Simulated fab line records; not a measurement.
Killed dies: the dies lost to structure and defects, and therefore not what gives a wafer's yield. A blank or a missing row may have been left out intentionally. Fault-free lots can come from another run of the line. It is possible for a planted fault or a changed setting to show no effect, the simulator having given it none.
The tool behind it: which one? ; flow sky130 ; 13 lots with 39 wafers sampled at 5 steps, on a route of 708 steps

== WHAT EACH GAUGE READ, for each wafer ==
SKY_VT_ADJUST_LVTN_TW_MEAS_21. Usual: VT_ADJUST_LVTN_2_TW 188.3, standard deviation 1.1.
lot;measured;on;VT_ADJUST_LVTN_2_TW;flag
L683;day 7 09:09;film-metro-03;188.0 189.3 189.1;
L686;day 8 10:47;film-metro-03;188.2 187.9 188.3;
L687;day 8 18:11;film-metro-03;188.7 188.7 188.6;
L688;day 9 14:33;film-metro-03;188.3 187.9 187.4;
L689;day 9 16:40;film-metro-03;187.4 187.8 187.8;
L690;day 9 17:34;film-metro-02;188.2 188.8 187.1;
L698;day 11 23:28;film-metro-01;189.4 189.5 189.5;
L699;day 12 05:47;film-metro-03;186.3 186.9 186.7;
L702;day 13 05:56;film-metro-01;188.5 188.4 188.8;
L703;day 13 21:40;film-metro-02;188.4 188.6 188.6;
L704;day 14 08:46;film-metro-03;186.9 187.2 186.4;
L706;day 14 11:34;film-metro-03;186.3 186.2 186.3;
L705;day 14 13:21;film-metro-01;188.1 188.0 188.2;

SKY_SONOS_TUNNEL_CD_MEAS_07 targets a cd of 410 nm. Usual: cd-nm 409.8 nm, standard deviation 2.1.
lot;measured;on;cd-nm (nm);flag
L683;day 10 22:13;cd-sem-01;411.9 413.8 411.6;
L686;day 12 05:11;cd-sem-02;412.2 412.5 412.2;
L687;day 12 12:45;cd-sem-01;410.6 410.5 411.6;
L688;day 13 13:32;cd-sem-02;408.4 407.4 407.5;
L689;day 13 17:02;cd-sem-01;410.8 409.5 410.8;
L690;day 13 18:10;cd-sem-01;411.3 410.4 412.4;
L698;day 16 08:30;cd-sem-02;409.1 410.8 410.3;
L699;day 16 14:32;cd-sem-02;409.9 411.0 409.4;
L702;day 17 16:47;cd-sem-02;408.1 407.6 407.5;
L703;day 18 11:44;cd-sem-02;410.8 410.5 411.3;
L704;day 18 23:58;cd-sem-02;411.4 411.8 411.9;
L706;day 19 04:32;cd-sem-01;410.7 410.0 408.6;
L705;day 19 07:28;cd-sem-01;407.7 405.8 408.9;

SKY_SONOS_ONO_THK_MEAS_01. Usual: SONOS_ONO_OXIDATION_THK 2.61 nm, standard deviation 0.049.
lot;measured;on;SONOS_ONO_OXIDATION_THK (nm);flag
L683;day 11 00:24;film-metro-04;2.55 2.72 2.60;
L686;day 12 08:24;film-metro-04;2.60 2.55 2.66;
L687;day 12 15:13;film-metro-01;2.68 2.71 2.64;
L688;day 13 17:47;film-metro-01;2.91 2.85 2.93;OFF
L689;day 13 20:38;film-metro-04;2.94 2.96 2.89;OFF
L690;day 13 20:43;film-metro-04;2.86 2.89 2.93;OFF
L698;day 16 11:41;film-metro-01;2.58 2.57 2.52;
L699;day 16 18:48;film-metro-01;2.60 2.56 2.54;
L702;day 17 18:45;film-metro-04;2.61 2.63 2.61;
L703;day 18 13:43;film-metro-01;2.62 2.64 2.64;
L704;day 19 03:11;film-metro-01;2.60 2.64 2.65;
L706;day 19 07:26;film-metro-04;2.53 2.61 2.60;
L705;day 19 10:01;film-metro-04;2.60 2.47 2.57;

== WHICH TOOL RAN EACH LOT (tool, then ch and the chambers of the sampled wafers, then the start) ==
lot;SKY_VT_ADJUST_HVTR_STRIP_10;SKY_SONOS_ONO_OXIDATION_00
L683;plasma-asher-03 ch 0,1, day 9 02:02;furnace-02 ch 0, day 10 23:03
L686;plasma-asher-04 ch 0,1, day 10 04:56;furnace-01 ch 0, day 12 07:03
L687;plasma-asher-04 ch 0,1, day 10 13:32;furnace-01 ch 0, day 12 13:52
L688;plasma-asher-04 ch 0,1, day 11 12:14;furnace-01 ch 0, day 13 16:26
L689;plasma-asher-04 ch 0,1, day 11 15:38;furnace-01 ch 0, day 13 19:17
L690;plasma-asher-04 ch 1, day 11 16:49;furnace-01 ch 0, day 13 19:17
L698;plasma-asher-02 ch 1, day 14 01:41;furnace-01 ch 0, day 16 10:20
L699;plasma-asher-03 ch 0,1, day 14 07:53;furnace-02 ch 0, day 16 17:27
L702;plasma-asher-04 ch 0,1, day 15 10:46;furnace-01 ch 0, day 17 17:23
L703;plasma-asher-04 ch 0,1, day 16 03:37;furnace-02 ch 0, day 18 12:23
L704;plasma-asher-04 ch 0,1, day 16 15:23;furnace-02 ch 0, day 19 01:50
L706;plasma-asher-03 ch 0,1, day 16 19:53;furnace-02 ch 0, day 19 06:04
L705;plasma-asher-02 ch 0,1, day 16 21:20;furnace-02 ch 0, day 19 08:40
- SKY_VT_ADJUST_HVTR_STRIP_10: strips in O2/N2.
- SKY_SONOS_ONO_OXIDATION_00: stabilise 600 s, purge 300 s, target thk 2.6 nm.

== WHAT THE TOOLS THEMSELVES READ (means of the sampled wafers that have a number; where no wafer has one, the mark that the record gives instead) ==
SKY_VT_ADJUST_HVTR_STRIP_10. Usual: drypump-motor-current-A 5.7 A, standard deviation 0.36; oes-product-au 0.716 a.u., standard deviation 0.0043; strip-time-to-endpoint-s 14.17 s, standard deviation 0.042.
lot;tool;drypump-motor-current-A (A);oes-product-au (a.u.);strip-time-to-endpoint-s (s);flag
L683;plasma-asher-03;5.6;0.717;14.14;
L686;plasma-asher-04;6.1;0.718;14.12;
L687;plasma-asher-04;6.0;0.714;14.13;
L688;plasma-asher-04;6.1;0.717;14.17;
L689;plasma-asher-04;6.0;0.713;14.18;
L690;plasma-asher-04;6.0;0.714;14.18;
L698;plasma-asher-02;5.6;0.718;14.12;
L699;plasma-asher-03;5.7;0.713;14.18;
L702;plasma-asher-04;6.1;0.717;14.19;
L703;plasma-asher-04;6.0;0.715;14.24;
L704;plasma-asher-04;6.0;0.714;14.20;
L706;plasma-asher-03;5.6;0.717;14.23;
L705;plasma-asher-02;5.2;0.712;14.14;

== THE ANSWER, worked out from the rows above alone ==
Rule: a lot counts as off when the mean over its wafers that have a number is more than 3 standard deviations away from the usual mean. Also off: a lot with no number at a reading for which 4 or more lots have one. All remaining lots with rows at the step are treated as sound. The gauges are gone through in route order, then the tools' own readings, and for those a lot's mean is taken as printed above. At the first step where some lot is off, the reading lying furthest off is the one used; lots without a number count as furthest.
Off: L688, L689, L690, seen at SKY_SONOS_ONO_THK_MEAS_01 (SONOS_ONO_OXIDATION_THK).
A tool fits if, at a process step before that reading, it ran every lot that is off, and no sound lot after the first of them. Those tools and the gauges at SKY_SONOS_ONO_THK_MEAS_01 are tried in the same way. Not one of the candidates tried fits.

== WHAT THE SIMULATOR HAD INSERTED ==
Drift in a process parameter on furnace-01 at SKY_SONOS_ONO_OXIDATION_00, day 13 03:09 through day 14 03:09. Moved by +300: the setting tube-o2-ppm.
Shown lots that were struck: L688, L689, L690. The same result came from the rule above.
